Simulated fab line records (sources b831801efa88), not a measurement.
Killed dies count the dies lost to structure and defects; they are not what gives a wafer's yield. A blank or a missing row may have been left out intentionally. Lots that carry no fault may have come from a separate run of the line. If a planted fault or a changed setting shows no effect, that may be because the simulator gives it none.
fab line records	flow sky130
record lots=11	wafers=33	last-day=50
route steps=708 shown CONTACT@407 PAD_OPEN@708
lots that met no fault: taken from a fault-free run of the same line
start-h: hours from the record's opening day to when the first of the lot's shown wafers began	wait-h: how many hours have passed since the lot's step before this one	" repeats the value in the row above	L1.1+2: several wafers, shown together as one row	- value missing, or start not given	* or withheld: withheld	< > ~ a bound
route shown NAME@n: names a module that has steps shown in the file, with the first one's number in the route	usual: average and standard deviation across the fault-free wafers	same: alike in all rows	chamber/n: place in a boat	sites: the reading at each site	_std_site: the standard deviation of these	_edge_site: mean of outer sites minus mean of inner sites	radius-mm: how far each site lies from the wafer's centre	mask NAME#n: copy n	behind: the last tool/chamber to shape the wafer	hold: why the lot went on hold/how many hours it stayed there/how the hold came to an end	device: transistor that didn't switch, given as n, p or np	end of line: the tests these same wafers got at the end of their route	for a step that has no rows: nothing shown but its recipe	killed: not the wafer's yield, but the dies lost to structure and defects at the first sort	map: dies across one wafer; x = killed, . = not, _ = none there
set.NAME: the setting as run; set.NAME@STEP: as run at that earlier step	model.NAME: the simulator's own value behind a step, which no gauge read
the route's steps for a sample of lots (tables are steps, rows are wafers)
services: a tool's chamber out of use, with start hour (start-h, from the record's first day; less than 0 if before it), hours out, and reason
## steps
# step SKY_CONTACT_THK_MEAS_01
# recipe reads=Si3N4_of_CONTACT_CVD_00
# usual CONTACT_CVD_00_THK=75.0/1.1
lot.wafer	tool	chamber	start-h	wait-h	CONTACT_CVD_00_THK[nm]
L197.2	film-metro-01	-	740.50	-	74.9
L197.3	"	-	"	"	75.9
L197.6	"	-	"	"	77.1
L199.2	film-metro-01	-	760.42	-	74.1
L199.5	"	-	"	"	76.4
L199.6	"	-	"	"	76.3
L198.3	film-metro-02	-	760.98	-	74.8
L198.4	"	-	"	"	75.6
L198.5	"	-	"	"	76.0
L201.1	film-metro-02	-	767.50	-	74.6
L201.4	"	-	"	"	77.8
L201.5	"	-	"	"	76.8
L202.4	film-metro-01	-	772.23	-	75.2
L202.5	"	-	"	"	73.0
L202.6	"	-	"	"	74.4
L203.1	film-metro-04	-	782.48	-	73.4
L203.2	"	-	"	"	73.9
L203.3	"	-	"	"	73.6
L204.4	film-metro-02	-	793.37	-	76.7
L204.5	"	-	"	"	77.1
L204.6	"	-	"	"	76.5
L209.1	film-metro-04	-	821.56	-	73.2
L209.5	"	-	"	"	76.6
L209.6	"	-	"	"	74.7
L213.1	film-metro-02	-	855.92	-	73.9
L213.2	"	-	"	"	75.4
L213.4	"	-	"	"	75.0
L215.3	film-metro-02	-	866.86	-	75.6
L215.4	"	-	"	"	75.8
L215.5	"	-	"	"	76.5
L214.1	film-metro-02	-	868.64	-	73.1
L214.3	"	-	"	"	74.6
L214.6	"	-	"	"	76.1
# step SKY_CONTACT_OVL_MEAS_15
# usual CONTACT_OVL=-4/5.5
lot.wafer	tool	chamber	start-h	wait-h	CONTACT_OVL[nm]
L197.2	overlay-01	-	767.64	0.1	-5
L197.3	"	-	"	"	-7
L197.6	"	-	"	"	-9
L199.2	overlay-02	-	787.89	0.1	1
L199.5	"	-	"	"	1
L199.6	"	-	"	"	-1
L198.3	overlay-01	-	788.89	0.1	-6
L198.4	"	-	"	"	-7
L198.5	"	-	"	"	-4
L201.1	overlay-02	-	794.97	0.1	-14
L201.4	"	-	"	"	-10
L201.5	"	-	"	"	-13
L202.4	overlay-02	-	798.90	0.1	-7
L202.5	"	-	"	"	-2
L202.6	"	-	"	"	-8
L203.1	overlay-01	-	809.12	0.1	-12
L203.2	"	-	"	"	-13
L203.3	"	-	"	"	-19
L204.4	overlay-02	-	821.05	0.1	-1
L204.5	"	-	"	"	5
L204.6	"	-	"	"	-1
L209.1	overlay-02	-	848.03	0.1	-2
L209.5	"	-	"	"	4
L209.6	"	-	"	"	-2
L213.1	overlay-02	-	882.01	0.1	-3
L213.2	"	-	"	"	5
L213.4	"	-	"	"	4
L215.3	overlay-01	-	893.69	0.1	-6
L215.4	"	-	"	"	0
L215.5	"	-	"	"	-7
L214.1	overlay-02	-	894.83	0.1	2
L214.3	"	-	"	"	-2
L214.6	"	-	"	"	0
# step SKY_CONTACT_ETCH_18
# recipe target=Si3N4	chemistry=CHF3/O2	stop-on=TiN	source-w=600	bias-w=200	pressure-mtorr=40	chf3-flow-sccm=50	O2_flow_sccm=5	time-s=39	target-depth-a=750
# usual chf3-flow-sccm=50.02/0.15	drypump-motor-current-A=5.8/0.48	oes-product-au=0.855/0.0087	throttle-valve-pct=8.794/0.0088
lot.wafer	tool	chamber	start-h	wait-h	chf3-flow-sccm	drypump-motor-current-A	oes-product-au	rf-hours-counter-h	throttle-valve-pct
L197.2	rie-diel-04	1	-	-	49.97	5.7	0.856	14	8.793
L197.3	"	3	"	"	50.04	6.2	0.861	11	8.806
L197.6	"	1	"	"	50.20	5.7	0.858	-	8.799
L199.2	rie-diel-01	1	-	-	49.83	6.3	0.855	14	8.791
L199.5	"	0	"	"	49.85	5.7	0.863	-	8.801
L199.6	"	1	"	"	49.83	6.3	0.867	-	8.800
L198.3	rie-diel-01	1	-	-	50.17	6.3	0.852	14	8.799
L198.4	"	3	"	"	50.28	5.3	0.864	10	8.794
L198.5	"	2	"	"	50.16	5.4	0.866	-	8.801
L201.1	rie-diel-02	3	-	-	50.12	5.3	0.859	17	8.797
L201.4	"	2	"	"	50.09	5.8	0.874	-	8.784
L201.5	"	3	"	"	49.92	5.3	0.871	-	8.791
L202.4	rie-diel-04	3	-	-	50.20	6.2	0.844	12	8.792
L202.5	"	3	"	"	50.25	6.2	0.837	-	8.790
L202.6	"	2	"	"	50.36	5.2	0.841	-	8.797
L203.1	rie-diel-04	1	-	-	50.16	5.7	0.846	15	8.768
L203.2	"	0	"	"	49.80	6.5	0.846	3	8.792
L203.3	"	2	"	"	49.96	5.2	0.849	11	8.789
L204.4	rie-diel-02	2	-	-	49.91	5.8	0.866	7	8.795
L204.5	"	0	"	"	49.79	5.2	0.862	-	8.785
L204.6	"	3	"	"	50.06	5.3	0.867	-	8.797
L209.1	rie-diel-02	3	-	-	50.04	5.3	0.843	18	8.790
L209.5	"	3	"	"	50.15	5.3	0.865	-	8.801
L209.6	"	0	"	"	49.92	5.2	0.852	-	8.771
L213.1	rie-diel-04	3	-	-	50.12	6.2	0.843	15	8.802
L213.2	"	0	"	"	49.96	6.5	0.856	4	8.805
L213.4	"	1	"	"	49.91	5.7	0.846	18	8.802
L215.3	rie-diel-04	1	-	-	50.12	5.7	0.860	18	8.788
L215.4	"	2	"	"	50.01	5.2	0.858	13	8.789
L215.5	"	3	"	"	50.20	6.2	0.858	-	8.796
L214.1	rie-diel-01	2	-	-	49.79	5.4	0.838	26	8.793
L214.3	"	0	"	"	50.21	5.6	0.845	23	8.791
L214.6	"	1	"	"	50.13	6.3	0.869	-	8.808
# step SKY_CONTACT_CVD_24
# recipe material=W	target-thk-nm=340	time-s=102.12	temp-c=400	pressure-torr=40
# usual heater-power-w=856/42	susceptor-temp-C=399.97/0.25
lot.wafer	tool	chamber	start-h	wait-h	heater-power-w	susceptor-temp-C
L197.2	cvd-w-01	0	768.49	0.0	840	400.43
L197.3	"	1	"	"	816	400.16
L197.6	"	0	"	"	839	399.81
L199.2	cvd-w-01	0	788.73	0.0	865	399.98
L199.5	"	0	"	"	839	400.05
L199.6	"	1	"	"	814	400.07
L198.3	cvd-w-02	0	789.74	0.1	846	400.17
L198.4	"	1	"	"	985	399.93
L198.5	"	0	"	"	837	400.33
L201.1	cvd-w-01	0	795.88	0.0	857	400.06
L201.4	"	1	"	"	802	399.86
L201.5	"	1	"	"	828	400.03
L202.4	cvd-w-01	1	800.17	0.1	828	399.63
L202.5	"	0	"	"	844	399.76
L202.6	"	1	"	"	830	399.89
L203.1	cvd-w-01	0	810.50	0.0	876	399.56
L203.2	"	1	"	"	828	399.27
L203.3	"	1	"	"	817	399.47
L204.4	cvd-w-01	1	822.01	0.1	824	399.85
L204.5	"	0	"	"	854	399.62
L204.6	"	1	"	"	815	400.12
L209.1	cvd-w-02	0	848.86	0.0	850	399.75
L209.5	"	0	"	"	853	399.89
L209.6	"	1	"	"	935	400.09
L213.1	cvd-w-01	1	882.90	0.0	834	399.81
L213.2	"	0	"	"	875	399.94
L213.4	"	1	"	"	820	399.99
L215.3	cvd-w-01	1	894.57	0.1	813	399.82
L215.4	"	0	"	"	884	399.80
L215.5	"	0	"	"	871	400.12
L214.1	cvd-w-01	1	895.71	0.0	794	399.67
L214.3	"	1	"	"	842	399.47
L214.6	"	0	"	"	878	400.14
# step SKY_CONTACT_RS_MEAS_25
# recipe thk-meas-gauge=four-point-probe	reads=W_of_CONTACT_CVD_24+TiN_of_CONTACT_SPUTTER_23
# usual CONTACT_W_RS=0.339/0.0044
lot.wafer	tool	chamber	start-h	wait-h	CONTACT_W_RS[ohm/sq]
L197.2	film-metro-04	-	768.62	0.1	0.343
L197.3	"	-	"	"	0.337
L197.6	"	-	"	"	0.338
L199.2	film-metro-02	-	788.86	0.1	0.338
L199.5	"	-	"	"	0.336
L199.6	"	-	"	"	0.330
L198.3	film-metro-01	-	789.85	0.1	0.339
L198.4	"	-	"	"	0.336
L198.5	"	-	"	"	0.340
L201.1	film-metro-04	-	795.99	0.1	0.455
L201.4	"	-	"	"	0.446
L201.5	"	-	"	"	0.446
L202.4	film-metro-01	-	800.30	0.1	0.446
L202.5	"	-	"	"	0.450
L202.6	"	-	"	"	0.447
L203.1	film-metro-02	-	810.62	0.1	0.454
L203.2	"	-	"	"	0.440
L203.3	"	-	"	"	0.443
L204.4	film-metro-04	-	822.15	0.1	0.444
L204.5	"	-	"	"	0.461
L204.6	"	-	"	"	0.444
L209.1	film-metro-01	-	848.97	0.1	0.346
L209.5	"	-	"	"	0.344
L209.6	"	-	"	"	0.344
L213.1	film-metro-04	-	883.01	0.1	0.334
L213.2	"	-	"	"	0.344
L213.4	"	-	"	"	0.334
L215.3	film-metro-04	-	894.68	0.1	0.333
L215.4	"	-	"	"	0.342
L215.5	"	-	"	"	0.333
L214.1	film-metro-02	-	895.82	0.1	0.334
L214.3	"	-	"	"	0.331
L214.6	"	-	"	"	0.337
# step SKY_CONTACT_THK_MEAS_26
# recipe thk-meas-gauge=xrf	reads=W_of_CONTACT_CVD_24
# usual CONTACT_W_THK=340/5
lot.wafer	tool	chamber	start-h	wait-h	CONTACT_W_THK[nm]
L197.2	film-metro-04	-	768.73	0.1	334
L197.3	"	-	"	"	339
L197.6	"	-	"	"	337
L199.2	film-metro-02	-	788.97	0.1	337
L199.5	"	-	"	"	336
L199.6	"	-	"	"	343
L198.3	film-metro-01	-	789.95	0.1	342
L198.4	"	-	"	"	345
L198.5	"	-	"	"	341
L201.1	film-metro-04	-	796.11	0.1	256
L201.4	"	-	"	"	258
L201.5	"	-	"	"	260
L202.4	film-metro-01	-	800.39	0.1	263
L202.5	"	-	"	"	257
L202.6	"	-	"	"	261
L203.1	film-metro-02	-	810.74	0.1	253
L203.2	"	-	"	"	261
L203.3	"	-	"	"	259
L204.4	film-metro-04	-	822.24	0.1	261
L204.5	"	-	"	"	251
L204.6	"	-	"	"	260
L209.1	film-metro-01	-	849.09	0.1	334
L209.5	"	-	"	"	334
L209.6	"	-	"	"	335
L213.1	film-metro-04	-	883.13	0.1	343
L213.2	"	-	"	"	335
L213.4	"	-	"	"	344
L215.3	film-metro-04	-	894.78	0.1	344
L215.4	"	-	"	"	336
L215.5	"	-	"	"	345
L214.1	film-metro-02	-	895.94	0.1	344
L214.3	"	-	"	"	345
L214.6	"	-	"	"	341
# step SKY_CONTACT_CMP_27
# recipe stop-on=SiO2	t-overpolish-s=15	down-force-psi=3.5	platen-rpm=60	target-thk-nm=0	pad-velocity-m-s=0.94248
# usual motor-current-A=11.0/1.1	retaining-ring-pressure-frac=1.000/0.0049	time-to-endpoint-s=83/3.7
lot.wafer	tool	chamber	start-h	wait-h	motor-current-A	retaining-ring-pressure-frac	time-to-endpoint-s
L197.3	cmp-01	3	768.83	0.1	12.7	1.000	83
L197.2	"	0	"	"	10.2	0.999	81
L197.6	"	2	"	"	11.1	0.999	81
L199.2	cmp-01	2	789.17	0.2	10.5	0.999	79
L199.5	"	3	"	"	12.5	1.003	85
L199.6	"	0	"	"	10.4	0.994	84
L198.4	cmp-01	0	789.99	0.0	10.3	0.995	84
L198.3	"	3	"	"	13.0	1.001	86
L198.5	"	0	"	"	10.5	0.999	84
L201.4	cmp-02	3	796.17	0.0	9.3	1.004	66
L201.1	"	2	"	"	12.0	1.002	62
L201.5	"	0	"	"	10.1	0.997	64
L202.4	cmp-02	2	800.57	0.2	11.0	0.999	66
L202.5	"	3	"	"	9.6	1.008	65
L202.6	"	0	"	"	10.4	0.996	73
L203.2	cmp-01	2	810.80	0.0	11.3	1.004	65
L203.1	"	3	"	"	13.1	1.007	66
L203.3	"	0	"	"	10.2	1.000	66
L204.4	cmp-01	2	822.37	0.1	11.1	1.000	67
L204.5	"	0	"	"	10.4	0.999	63
L204.6	"	1	"	"	12.8	1.002	68
L209.1	cmp-02	2	849.20	0.1	11.8	1.007	81
L209.5	"	1	"	"	10.9	0.994	82
L209.6	"	2	"	"	11.5	1.004	84
L213.4	cmp-02	1	883.19	0.0	12.2	0.999	85
L213.2	"	3	"	"	9.9	0.999	83
L213.1	"	0	"	"	10.6	0.997	82
L215.3	cmp-02	2	894.87	0.1	12.0	0.998	79
L215.4	"	3	"	"	10.2	0.998	84
L215.5	"	2	"	"	11.5	1.002	81
L214.3	cmp-02	3	896.05	0.1	9.0	1.000	88
L214.1	"	0	"	"	9.9	1.003	87
L214.6	"	3	"	"	9.1	1.011	88
# step SKY_PAD_OPEN_PROBE_99
# usual killed_at_M0_to_M3=43/6.8	killed_at_M4_up=3.1/1.6	killed-at-contacts=24/5.4	killed-at-front-end=16/4.4	killed-at-other=0.2/0.48	killed-dies=87/8.8	killed-open=48/6.4	killed-short=39/6.2
# same gross-dies=492	killed-at-back-side=0
lot.wafer	tool	chamber	start-h	wait-h	killed_at_M0_to_M3	killed_at_M4_up	killed-at-contacts	killed-at-front-end	killed-at-other	killed-dies	killed-open	killed-short
L197.2	prober-02	-	1101.17	0.1	41	3	18	11	0	73	41	32
L197.3	prober-02	-	1101.22	0.2	61	3	19	14	0	97	48	49
L197.6	prober-02	-	1101.37	0.2	49	1	22	17	0	89	54	35
L199.2	prober-01	-	1116.46	0.1	41	0	25	17	0	83	46	37
L199.5	prober-01	-	1116.61	0.2	42	2	26	19	1	90	57	33
L199.6	prober-01	-	1116.66	0.2	66	3	19	21	0	109	65	44
L198.3	prober-02	-	1118.68	0.2	34	1	27	17	1	80	53	27
L198.4	prober-02	-	1118.73	0.2	49	2	13	13	0	77	37	40
L198.5	prober-02	-	1118.78	0.2	31	1	29	18	0	79	47	32
L201.1	prober-02	-	1123.91	0.1	32	3	29	21	0	85	44	41
L201.4	prober-02	-	1124.06	0.2	34	7	23	17	0	81	40	41
L201.5	prober-02	-	1124.11	0.2	40	2	34	16	1	93	46	47
L202.4	prober-01	-	1125.03	0.2	44	4	24	17	0	89	51	38
L202.5	prober-01	-	1125.08	0.2	45	4	30	11	0	90	53	37
L202.6	prober-01	-	1125.13	0.2	44	1	27	15	0	87	51	36
L203.1	prober-02	-	1134.87	0.1	44	2	23	17	0	86	54	32
L203.2	prober-02	-	1134.92	0.1	40	6	30	15	0	91	50	41
L203.3	prober-02	-	1134.97	0.2	62	5	17	10	0	94	59	35
L204.4	prober-01	-	1141.73	0.2	44	1	25	13	0	83	50	33
L204.5	prober-01	-	1141.78	0.2	59	4	32	22	0	117	61	56
L204.6	prober-01	-	1141.83	0.2	51	3	24	28	0	106	61	45
L209.1	prober-02	-	1159.23	0.1	41	4	26	18	0	89	41	48
L209.5	prober-02	-	1159.43	0.2	40	6	27	19	0	92	42	50
L209.6	prober-02	-	1159.48	0.2	51	3	17	17	0	88	46	42
L213.1	prober-02	-	1185.07	0.1	51	3	21	12	0	87	44	43
L213.2	prober-02	-	1185.12	0.1	42	2	19	17	0	80	46	34
L213.4	prober-02	-	1185.22	0.2	38	3	24	15	0	80	39	41
L215.3	prober-01	-	1191.73	0.2	56	4	21	12	0	93	50	43
L215.4	prober-01	-	1191.78	0.2	40	2	25	22	0	89	56	33
L215.5	prober-01	-	1191.83	0.2	38	4	28	18	2	90	53	37
L214.1	prober-02	-	1195.25	0.1	44	4	24	15	0	87	46	41
L214.3	prober-02	-	1195.35	0.2	35	1	22	23	0	81	46	35
L214.6	prober-02	-	1195.50	0.2	41	3	20	13	0	77	36	41
# killed by level:class
L197.2 VIA1:geometric-particle:open=9 VIA2:geometric-particle:open=8 LI_CONTACT:geometric-particle:open=6 VIA3:geometric-particle:open=6 LOCAL_INTERCONNECT:geometric-particle:short=5 VIA1:geometric-particle:short=4 POLY_GATE:geometric-particle:open=3 POLY_GATE:geometric-particle:short=3
L197.3 VIA1:geometric-particle:open=14 METAL2:geometric-particle:short=12 METAL1:geometric-particle:short=10 VIA3:geometric-particle:open=7 LI_CONTACT:geometric-particle:open=7 CONTACT:geometric-particle:short=5 VIA2:geometric-particle:short=5 FIELD_ISO:geometric-particle:open=4
L197.6 VIA1:geometric-particle:open=12 CONTACT:geometric-particle:open=10 POLY_GATE:geometric-particle:open=9 VIA1:geometric-particle:short=9 METAL1:geometric-particle:short=7 VIA2:geometric-particle:open=6 LI_CONTACT:geometric-particle:open=5 VIA3:geometric-particle:short=4
L199.2 LI_CONTACT:geometric-particle:open=12 FIELD_ISO:geometric-particle:short=8 VIA1:geometric-particle:open=8 VIA2:geometric-particle:open=7 CONTACT:geometric-particle:open=6 METAL1:geometric-particle:short=6 VIA3:geometric-particle:open=5 LOCAL_INTERCONNECT:geometric-particle:short=4
L199.5 CONTACT:geometric-particle:open=13 VIA1:geometric-particle:open=12 FIELD_ISO:geometric-particle:open=6 METAL1:geometric-particle:short=6 FIELD_ISO:geometric-particle:short=5 POLY_GATE:geometric-particle:open=5 VIA3:geometric-particle:open=5 METAL3:geometric-particle:short=4
L199.6 VIA1:geometric-particle:open=21 CONTACT:geometric-particle:open=8 METAL1:geometric-particle:short=8 LI_CONTACT:geometric-particle:open=7 VIA1:geometric-particle:short=7 VIA2:geometric-particle:open=7 POLY_GATE:geometric-particle:open=6 METAL3:geometric-particle:short=6
L198.3 CONTACT:geometric-particle:open=11 LI_CONTACT:geometric-particle:open=9 VIA3:geometric-particle:open=8 VIA1:geometric-particle:open=7 VIA2:geometric-particle:open=7 POLY_GATE:geometric-particle:open=4 METAL2:geometric-particle:short=4 SPACER:geometric-particle:open=3
L198.4 VIA1:geometric-particle:open=10 VIA1:geometric-particle:short=8 METAL2:geometric-particle:short=6 CONTACT:geometric-particle:open=5 VIA2:geometric-particle:open=5 METAL1:geometric-particle:short=5 LOCAL_INTERCONNECT:geometric-particle:short=4 VIA2:geometric-particle:short=4
L198.5 CONTACT:geometric-particle:open=11 VIA1:geometric-particle:open=8 FIELD_ISO:geometric-particle:open=7 CONTACT:geometric-particle:short=6 LI_CONTACT:geometric-particle:open=6 VIA3:geometric-particle:open=6 VIA1:geometric-particle:short=6 FIELD_ISO:geometric-particle:short=5
L201.1 POLY_GATE:geometric-particle:short=10 CONTACT:geometric-particle:open=9 LI_CONTACT:geometric-particle:open=7 POLY_GATE:geometric-particle:open=6 LOCAL_INTERCONNECT:geometric-particle:short=6 VIA1:geometric-particle:open=5 FIELD_ISO:geometric-particle:open=4 VIA3:geometric-particle:open=4
L201.4 POLY_GATE:geometric-particle:short=9 METAL1:geometric-particle:short=8 CONTACT:geometric-particle:open=7 METAL4:geometric-particle:short=6 LI_CONTACT:geometric-particle:open=6 VIA1:geometric-particle:open=6 VIA2:geometric-particle:open=5 VIA3:geometric-particle:open=5
L201.5 CONTACT:geometric-particle:open=10 LI_CONTACT:geometric-particle:open=9 POLY_GATE:geometric-particle:short=8 CONTACT:geometric-particle:short=8 VIA2:geometric-particle:open=6 METAL1:geometric-particle:short=5 VIA1:geometric-particle:short=5 VIA1:geometric-particle:open=5
L202.4 VIA1:geometric-particle:open=10 LI_CONTACT:geometric-particle:open=8 CONTACT:geometric-particle:open=7 VIA3:geometric-particle:open=7 VIA1:geometric-particle:short=6 FIELD_ISO:geometric-particle:short=5 LOCAL_INTERCONNECT:geometric-particle:short=4 VIA2:geometric-particle:open=4
L202.5 CONTACT:geometric-particle:open=9 LI_CONTACT:geometric-particle:open=8 VIA1:geometric-particle:open=8 VIA2:geometric-particle:open=8 VIA3:geometric-particle:open=7 METAL2:geometric-particle:short=6 CONTACT:geometric-particle:short=5 METAL1:geometric-particle:short=5
L202.6 VIA1:geometric-particle:open=12 CONTACT:geometric-particle:open=11 VIA3:geometric-particle:open=8 VIA2:geometric-particle:open=6 LOCAL_INTERCONNECT:geometric-particle:short=5 CONTACT:geometric-particle:short=5 SPACER:geometric-particle:short=4 LI_CONTACT:geometric-particle:open=4
L203.1 VIA1:geometric-particle:open=9 LI_CONTACT:geometric-particle:open=9 VIA3:geometric-particle:open=9 CONTACT:geometric-particle:open=5 METAL1:geometric-particle:open=5 FIELD_ISO:geometric-particle:open=4 FIELD_ISO:geometric-particle:short=4 VIA2:geometric-particle:open=4
L203.2 CONTACT:geometric-particle:open=13 VIA1:geometric-particle:open=9 METAL1:geometric-particle:short=8 CONTACT:geometric-particle:short=7 LI_CONTACT:geometric-particle:open=5 METAL2:geometric-particle:short=5 VIA2:geometric-particle:open=5 METAL4:geometric-particle:short=5
L203.3 VIA1:geometric-particle:open=22 CONTACT:geometric-particle:open=9 VIA3:geometric-particle:open=9 METAL2:geometric-particle:short=8 METAL1:geometric-particle:short=5 VIA1:geometric-particle:short=5 VIA3:geometric-particle:short=5 LI_CONTACT:geometric-particle:open=4
L204.4 CONTACT:geometric-particle:open=10 VIA2:geometric-particle:open=9 VIA1:geometric-particle:open=9 METAL1:geometric-particle:short=6 VIA3:geometric-particle:open=6 LI_CONTACT:geometric-particle:open=5 LOCAL_INTERCONNECT:geometric-particle:short=5 FIELD_ISO:geometric-particle:short=4
L204.5 LI_CONTACT:geometric-particle:open=13 METAL1:geometric-particle:short=12 VIA1:geometric-particle:open=11 CONTACT:geometric-particle:open=9 VIA2:geometric-particle:open=9 VIA1:geometric-particle:short=8 POLY_GATE:geometric-particle:open=8 POLY_GATE:geometric-particle:short=7
L204.6 VIA1:geometric-particle:open=10 CONTACT:geometric-particle:open=7 VIA2:geometric-particle:open=7 VIA3:geometric-particle:open=7 FIELD_ISO:geometric-particle:open=6 POLY_GATE:geometric-particle:short=6 LOCAL_INTERCONNECT:geometric-particle:short=6 LI_CONTACT:geometric-particle:open=5
L209.1 CONTACT:geometric-particle:open=10 FIELD_ISO:geometric-particle:short=8 METAL1:geometric-particle:short=6 VIA1:geometric-particle:short=6 VIA3:geometric-particle:open=6 VIA1:geometric-particle:open=5 METAL2:geometric-particle:short=5 VIA2:geometric-particle:open=5
L209.5 CONTACT:geometric-particle:short=10 CONTACT:geometric-particle:open=9 METAL1:geometric-particle:short=9 VIA1:geometric-particle:open=8 POLY_GATE:geometric-particle:open=6 POLY_GATE:geometric-particle:short=6 LI_CONTACT:geometric-particle:open=5 VIA1:geometric-particle:short=5
L209.6 VIA1:geometric-particle:open=16 VIA3:geometric-particle:open=9 LOCAL_INTERCONNECT:geometric-particle:short=5 VIA3:geometric-particle:short=5 VIA2:geometric-particle:open=5 POLY_GATE:geometric-particle:open=4 POLY_GATE:geometric-particle:short=4 CONTACT:geometric-particle:short=4
L213.1 VIA2:geometric-particle:open=11 VIA3:geometric-particle:open=7 CONTACT:geometric-particle:open=7 VIA1:geometric-particle:open=7 METAL2:geometric-particle:short=6 METAL1:geometric-particle:short=6 LOCAL_INTERCONNECT:geometric-particle:short=5 CONTACT:geometric-particle:short=4
L213.2 METAL1:geometric-particle:short=10 LI_CONTACT:geometric-particle:open=9 VIA1:geometric-particle:open=7 FIELD_ISO:geometric-particle:open=5 CONTACT:geometric-particle:open=5 VIA3:geometric-particle:open=5 FIELD_ISO:geometric-particle:short=4 POLY_GATE:geometric-particle:short=4
L213.4 LI_CONTACT:geometric-particle:open=8 METAL2:geometric-particle:short=8 LOCAL_INTERCONNECT:geometric-particle:short=6 VIA3:geometric-particle:open=6 CONTACT:geometric-particle:short=6 VIA1:geometric-particle:open=5 VIA2:geometric-particle:open=5 METAL1:geometric-particle:short=4
L215.3 VIA1:geometric-particle:open=14 METAL2:geometric-particle:short=9 VIA3:geometric-particle:open=8 CONTACT:geometric-particle:open=7 VIA2:geometric-particle:open=7 LI_CONTACT:geometric-particle:open=6 FIELD_ISO:geometric-particle:short=5 VIA1:geometric-particle:short=5
L215.4 VIA1:geometric-particle:open=17 CONTACT:geometric-particle:open=10 POLY_GATE:geometric-particle:open=8 LI_CONTACT:geometric-particle:open=6 CONTACT:geometric-particle:short=5 METAL1:geometric-particle:short=5 VIA2:geometric-particle:open=5 POLY_GATE:geometric-particle:short=4
L215.5 LI_CONTACT:geometric-particle:open=10 VIA1:geometric-particle:open=10 CONTACT:geometric-particle:open=8 VIA2:geometric-particle:open=5 METAL1:geometric-particle:short=5 POLY_GATE:geometric-particle:open=5 POLY_GATE:geometric-particle:short=5 FIELD_ISO:geometric-particle:open=4
L214.1 VIA1:geometric-particle:open=12 CONTACT:geometric-particle:open=8 CONTACT:geometric-particle:short=6 METAL2:geometric-particle:short=6 VIA1:geometric-particle:short=6 VIA3:geometric-particle:open=6 LI_CONTACT:geometric-particle:open=5 FIELD_ISO:geometric-particle:open=4
L214.3 VIA1:geometric-particle:open=11 LI_CONTACT:geometric-particle:open=8 FIELD_ISO:geometric-particle:short=7 FIELD_ISO:geometric-particle:open=6 CONTACT:geometric-particle:short=6 METAL1:geometric-particle:short=6 POLY_GATE:geometric-particle:open=5 CONTACT:geometric-particle:open=5
L214.6 VIA1:geometric-particle:open=17 METAL2:geometric-particle:short=8 VIA1:geometric-particle:short=5 LOCAL_INTERCONNECT:geometric-particle:short=5 CONTACT:geometric-particle:open=5 VIA3:geometric-particle:open=5 CONTACT:geometric-particle:short=4 FIELD_ISO:geometric-particle:short=3
## services
tool	chamber	start-h	hours	kind
cmp-02	-	744.00	4.0	pm
cmp-02	-	748.00	-	consumable-replace:conditioner
cmp-02	-	748.00	-	consumable-replace:pad
cvd-w-02	-	750.49	2.8	pm
rie-diel-04	2	767.37	5.5	repair
cmp-02	-	769.91	0.8	repair
cmp-02	-	780.19	1.7	repair
rie-diel-02	0	792.60	5.5	repair
cvd-w-02	0	797.68	13.3	repair
rie-diel-02	3	799.76	14.3	repair
rie-diel-01	-	812.72	1.2	repair
rie-diel-04	3	820.54	7.2	repair
cmp-02	-	821.38	4.5	pm
cvd-w-02	-	828.51	0.6	repair
cmp-01	-	849.54	1.2	repair
cvd-w-01	-	849.90	6.0	pm
cmp-02	-	850.99	2.2	repair
rie-diel-04	0	851.15	15.5	repair
cvd-w-02	1	866.69	14.3	repair
rie-diel-02	0	867.23	4.6	repair
cmp-01	-	879.00	9.9	pm
cvd-w-02	0	892.23	10.6	repair
cvd-w-02	1	894.14	20.5	repair
## key
first-sign step=SKY_CONTACT_RS_MEAS_25	reading=CONTACT_W_RS	direction=up	sigmas=25	usual=0.339	struck=0.448
effect step=SKY_CONTACT_THK_MEAS_26	reading=CONTACT_W_THK	direction=down	sigmas=16	usual=340	struck=258
effect step=SKY_CONTACT_CMP_27	reading=time-to-endpoint-s	direction=down	sigmas=4.7	usual=*	struck=*
met-at SKY_CONTACT_CVD_24
struck-lots L201,L202,L203,L204
tester-left-out L201,L202,L203,L204
not-acting-at SKY_CONTACT_THK_MEAS_01,SKY_CONTACT_OVL_MEAS_15,SKY_CONTACT_ETCH_18
onset-between 788.73 795.88
fault kind=process-parameter-drift	tool=cvd-w-01	chamber=-	onset-h=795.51	steps=SKY_CONTACT_CVD_24	channel=target-thk-nm	offset=-82.822	shape=step	end-h=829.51	acts-in=these-recipes-only	stated=340
# tester-left-out: of these lots the tester's yield and bins aren't shown, on N5 and GAA mostly nor the transistor test; their killed dies are dies lost to structure and defects alone, not to doping, threshold or leakage, so they don't give the yield
